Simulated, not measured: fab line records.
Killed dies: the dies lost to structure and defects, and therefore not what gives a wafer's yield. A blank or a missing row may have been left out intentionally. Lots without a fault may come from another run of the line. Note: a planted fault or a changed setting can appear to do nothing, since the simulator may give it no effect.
The tool behind it: which one? :: flow sky130 :: 34 wafers from 12 lots sampled at 6 of the route's 708 steps

== WHAT EACH GAUGE READ, for each wafer ==
SKY_CONTACT_OVL_MEAS_15.
lot: L736
measured: day 31 12:43
on: overlay-02
CONTACT_OVL (nm): 5 9 11

lot: L737
measured: day 32 01:38
on: overlay-01
CONTACT_OVL (nm): 0 -4 1

lot: L738
measured: day 32 14:05
on: overlay-01
CONTACT_OVL (nm): 5 0 -4

lot: L739
measured: day 32 21:59
on: overlay-02
CONTACT_OVL (nm): 7 5 5

lot: L742
measured: day 33 14:26
on: overlay-01
CONTACT_OVL (nm): 4 3 3

lot: L745
measured: day 34 11:28
on: overlay-02
CONTACT_OVL (nm): 6 4 5

lot: L746
measured: day 35 07:03
on: overlay-01
CONTACT_OVL (nm): -5 1 -1

lot: L747
measured: day 35 14:03
on: overlay-01
CONTACT_OVL (nm): 5 7 5

lot: L752
measured: day 36 18:39
on: overlay-02
CONTACT_OVL (nm): -8 -5

lot: L754
measured: day 37 04:43
on: overlay-01
CONTACT_OVL (nm): 0 -2 -3

lot: L756
measured: day 37 14:20
on: overlay-02
CONTACT_OVL (nm): -6 2

lot: L758
measured: day 37 23:34
on: overlay-01
CONTACT_OVL (nm): -7 -13 0

SKY_CONTACT_RS_MEAS_25: uses a four-point probe to measure.
lot: L736
measured: day 31 13:41
on: film_metro-03
CONTACT_W_RS (ohm/sq): 0.343 0.338 0.339

lot: L737
measured: day 32 02:38
on: film_metro-01
CONTACT_W_RS (ohm/sq): 0.336 0.336 0.338

lot: L738
measured: day 32 15:05
on: film_metro-02
CONTACT_W_RS (ohm/sq): 0.345 0.342 0.342

lot: L739
measured: day 32 22:56
on: film_metro-01
CONTACT_W_RS (ohm/sq): 0.342 0.342 0.339

lot: L742
measured: day 33 15:23
on: film_metro-01
CONTACT_W_RS (ohm/sq): 0.345 0.347 0.347

lot: L745
measured: day 34 12:25
on: film_metro-01
CONTACT_W_RS (ohm/sq): 0.338 0.339 0.338

lot: L746
measured: day 35 08:01
on: film_metro-03
CONTACT_W_RS (ohm/sq): 0.337 0.337 0.340

lot: L747
measured: day 35 15:09
on: film_metro-03
CONTACT_W_RS (ohm/sq): 0.339 0.343 0.342

lot: L752
measured: day 36 19:44
on: film_metro-01
CONTACT_W_RS (ohm/sq): 0.340 0.359

lot: L754
measured: day 37 05:40
on: film_metro-01
CONTACT_W_RS (ohm/sq): 0.357 0.343 0.343

lot: L756
measured: day 37 15:19
on: film_metro-01
CONTACT_W_RS (ohm/sq): 0.355 0.360

lot: L758
measured: day 38 00:35
on: film_metro-03
CONTACT_W_RS (ohm/sq): 0.335 0.338 0.338

SKY_CONTACT_THK_MEAS_26: measures by xrf.
lot: L736
measured: day 31 13:48
on: film_metro-03
CONTACT_W_THK (nm): 334 337 339

lot: L737
measured: day 32 02:45
on: film_metro-01
CONTACT_W_THK (nm): 352 349 348

lot: L738
measured: day 32 15:12
on: film_metro-02
CONTACT_W_THK (nm): 335 337 339

lot: L739
measured: day 32 23:04
on: film_metro-01
CONTACT_W_THK (nm): 346 345 344

lot: L742
measured: day 33 15:31
on: film_metro-01
CONTACT_W_THK (nm): 339 337 339

lot: L745
measured: day 34 12:31
on: film_metro-01
CONTACT_W_THK (nm): 347 348 347

lot: L746
measured: day 35 08:07
on: film_metro-03
CONTACT_W_THK (nm): 345 344 340

lot: L747
measured: day 35 15:16
on: film_metro-03
CONTACT_W_THK (nm): 339 334 338

lot: L752
measured: day 36 19:51
on: film_metro-01
CONTACT_W_THK (nm): 342 322

lot: L754
measured: day 37 05:47
on: film_metro-01
CONTACT_W_THK (nm): 327 340 340

lot: L756
measured: day 37 15:26
on: film_metro-01
CONTACT_W_THK (nm): 328 324

lot: L758
measured: day 38 00:41
on: film_metro-03
CONTACT_W_THK (nm): 343 341 340

SKY_METAL1_RS_MEAS_05: uses a four-point probe to measure.
lot: L736
measured: day 31 14:18
on: film_metro-03
METAL1_ALCU_RS (ohm/sq): 0.1287 0.1283 0.1268

lot: L737
measured: day 32 03:29
on: film_metro-03
METAL1_ALCU_RS (ohm/sq): 0.1279 0.1277 0.1275

lot: L738
measured: day 32 15:43
on: film_metro-03
METAL1_ALCU_RS (ohm/sq): 0.1261 0.1257 0.1256

lot: L739
measured: day 32 23:34
on: film_metro-03
METAL1_ALCU_RS (ohm/sq): 0.1257 0.1252 0.1266

lot: L742
measured: day 33 16:01
on: film_metro-02
METAL1_ALCU_RS (ohm/sq): 0.1271 0.1284 0.1280

lot: L745
measured: day 34 13:02
on: film_metro-02
METAL1_ALCU_RS (ohm/sq): 0.1252 0.1256 0.1267

lot: L746
measured: day 35 08:40
on: film_metro-04
METAL1_ALCU_RS (ohm/sq): 0.1271 0.1275 0.1279

lot: L747
measured: day 35 15:46
on: film_metro-03
METAL1_ALCU_RS (ohm/sq): 0.1267 0.1266 0.1261

lot: L752
measured: day 36 20:22
on: film_metro-03
METAL1_ALCU_RS (ohm/sq): 0.1257 0.1264

lot: L754
measured: day 37 06:17
on: film_metro-04
METAL1_ALCU_RS (ohm/sq): 0.1255 0.1237 0.1257

lot: L756
measured: day 37 15:56
on: film_metro-03
METAL1_ALCU_RS (ohm/sq): 0.1269 0.1285

lot: L758
measured: day 38 01:12
on: film_metro-02
METAL1_ALCU_RS (ohm/sq): 0.1257 0.1241 0.1242

== TOOL THAT RAN EACH LOT (tool first, then ch and the chambers of the sampled wafers, then the start) ==
lot: L736
SKY_LOCAL_INTERCONNECT_STRIP_15: plasma_asher-02 ch 0,1, day 30 07:38
SKY_CONTACT_CVD_24: cvd_w-02 ch 0,1, day 31 13:34

lot: L737
SKY_LOCAL_INTERCONNECT_STRIP_15: plasma_asher-04 ch 0,1, day 30 21:16
SKY_CONTACT_CVD_24: cvd_w-02 ch 0,1, day 32 02:31

lot: L738
SKY_LOCAL_INTERCONNECT_STRIP_15: plasma_asher-02 ch 0,1, day 31 10:07
SKY_CONTACT_CVD_24: cvd_w-01 ch 0,1, day 32 14:58

lot: L739
SKY_LOCAL_INTERCONNECT_STRIP_15: plasma_asher-03 ch 0,1, day 31 17:50
SKY_CONTACT_CVD_24: cvd_w-01 ch 1, day 32 22:50

lot: L742
SKY_LOCAL_INTERCONNECT_STRIP_15: plasma_asher-03 ch 0,1, day 32 10:39
SKY_CONTACT_CVD_24: cvd_w-02 ch 0,1, day 33 15:17

lot: L745
SKY_LOCAL_INTERCONNECT_STRIP_15: plasma_asher-04 ch 0,1, day 33 08:04
SKY_CONTACT_CVD_24: cvd_w-01 ch 0,1, day 34 12:19

lot: L746
SKY_LOCAL_INTERCONNECT_STRIP_15: plasma_asher-03 ch 0,1, day 34 03:38
SKY_CONTACT_CVD_24: cvd_w-02 ch 0,1, day 35 07:54

lot: L747
SKY_LOCAL_INTERCONNECT_STRIP_15: plasma_asher-03 ch 1, day 34 10:32
SKY_CONTACT_CVD_24: cvd_w-01 ch 0, day 35 14:56

lot: L752
SKY_LOCAL_INTERCONNECT_STRIP_15: plasma_asher-03 ch 0,1, day 35 16:23
SKY_CONTACT_CVD_24: cvd_w-01 ch 0, day 36 19:32

lot: L754
SKY_LOCAL_INTERCONNECT_STRIP_15: plasma_asher-02 ch 0,1, day 36 01:39
SKY_CONTACT_CVD_24: cvd_w-01 ch 0,1, day 37 05:34

lot: L756
SKY_LOCAL_INTERCONNECT_STRIP_15: plasma_asher-02 ch 1, day 36 10:29
SKY_CONTACT_CVD_24: cvd_w-01 ch 0,1, day 37 15:13

lot: L758
SKY_LOCAL_INTERCONNECT_STRIP_15: plasma_asher-03 ch 0,1, day 36 20:18
SKY_CONTACT_CVD_24: cvd_w-02 ch 0,1, day 38 00:27
- SKY_LOCAL_INTERCONNECT_STRIP_15: strips in O2/N2.
- SKY_CONTACT_CVD_24: deposits W, target thk 340 nm, time 102.12 s.

== WHAT THE TOOLS THEMSELVES READ (means of the sampled wafers that have a number; where no wafer has one, the mark that the record gives instead) ==
SKY_LOCAL_INTERCONNECT_STRIP_15.
lot: L736
tool: plasma_asher-02
drypump_motor_current_A (A): 5.7
oes_product_au (a.u.): 0.424
strip_time_to_endpoint_s (s): 4.731

lot: L737
tool: plasma_asher-04
drypump_motor_current_A (A): 5.5
oes_product_au (a.u.): 0.426
strip_time_to_endpoint_s (s): 4.738

lot: L738
tool: plasma_asher-02
drypump_motor_current_A (A): 6.0
oes_product_au (a.u.): 0.429
strip_time_to_endpoint_s (s): 4.690

lot: L739
tool: plasma_asher-03
drypump_motor_current_A (A): 6.2
oes_product_au (a.u.): 0.426
strip_time_to_endpoint_s (s): 4.713

lot: L742
tool: plasma_asher-03
drypump_motor_current_A (A): 6.2
oes_product_au (a.u.): 0.429
strip_time_to_endpoint_s (s): 4.717

lot: L745
tool: plasma_asher-04
drypump_motor_current_A (A): 5.5
oes_product_au (a.u.): 0.424
strip_time_to_endpoint_s (s): 4.730

lot: L746
tool: plasma_asher-03
drypump_motor_current_A (A): 5.8
oes_product_au (a.u.): 0.425
strip_time_to_endpoint_s (s): 4.712

lot: L747
tool: plasma_asher-03
drypump_motor_current_A (A): 6.6
oes_product_au (a.u.): 0.433
strip_time_to_endpoint_s (s): 4.731

lot: L752
tool: plasma_asher-03
drypump_motor_current_A (A): 6.0
oes_product_au (a.u.): 0.429
strip_time_to_endpoint_s (s): 4.742

lot: L754
tool: plasma_asher-02
drypump_motor_current_A (A): 5.7
oes_product_au (a.u.): 0.427
strip_time_to_endpoint_s (s): 4.683

lot: L756
tool: plasma_asher-02
drypump_motor_current_A (A): 5.4
oes_product_au (a.u.): 0.430
strip_time_to_endpoint_s (s): 4.735

lot: L758
tool: plasma_asher-03
drypump_motor_current_A (A): 5.8
oes_product_au (a.u.): 0.427
strip_time_to_endpoint_s (s): 4.724

SKY_CONTACT_CVD_24.
lot: L736
tool: cvd_w-02
heater_power_w (W): 855
susceptor_temp_C (C): 400.05

lot: L737
tool: cvd_w-02
heater_power_w (W): 876
susceptor_temp_C (C): 399.71

lot: L738
tool: cvd_w-01
heater_power_w (W): 866
susceptor_temp_C (C): 399.89

lot: L739
tool: cvd_w-01
heater_power_w (W): 901
susceptor_temp_C (C): 399.93

lot: L742
tool: cvd_w-02
heater_power_w (W): 882
susceptor_temp_C (C): 400.13

lot: L745
tool: cvd_w-01
heater_power_w (W): 869
susceptor_temp_C (C): 399.93

lot: L746
tool: cvd_w-02
heater_power_w (W): 877
susceptor_temp_C (C): 399.90

lot: L747
tool: cvd_w-01
heater_power_w (W): 815
susceptor_temp_C (C): 400.06

lot: L752
tool: cvd_w-01
heater_power_w (W): 824
susceptor_temp_C (C): 399.95

lot: L754
tool: cvd_w-01
heater_power_w (W): 856
susceptor_temp_C (C): 399.83

lot: L756
tool: cvd_w-01
heater_power_w (W): 852
susceptor_temp_C (C): 399.88

lot: L758
tool: cvd_w-02
heater_power_w (W): 879
susceptor_temp_C (C): 400.14

== THE ANSWER, worked out from the rows above alone ==
Rule: the usual values come from the lots themselves. Put in order of their means at a reading, lots are off if they are a third of the lots or fewer, leave a main group of 4 or more, and stand apart from it by a gap of 3 or more times the standard deviation of the main group's means; of several such gaps the widest counts. A main group is skipped when, at the precision printed for the reading in the tables above, its means are all equal. A lot without any number at a reading at which 4 lots or more have one is off too. All remaining lots with rows at the step are treated as sound. First the gauges in route order, then the tools' own readings, where a lot's mean is used as printed above. At the first step where some lot is off, the reading lying furthest off is the one used; lots without a number count as furthest.
No lot is off on any of the readings shown, so nothing can be concluded from this.

== WHAT HAD BEEN PUT IN BY THE SIMULATOR ==
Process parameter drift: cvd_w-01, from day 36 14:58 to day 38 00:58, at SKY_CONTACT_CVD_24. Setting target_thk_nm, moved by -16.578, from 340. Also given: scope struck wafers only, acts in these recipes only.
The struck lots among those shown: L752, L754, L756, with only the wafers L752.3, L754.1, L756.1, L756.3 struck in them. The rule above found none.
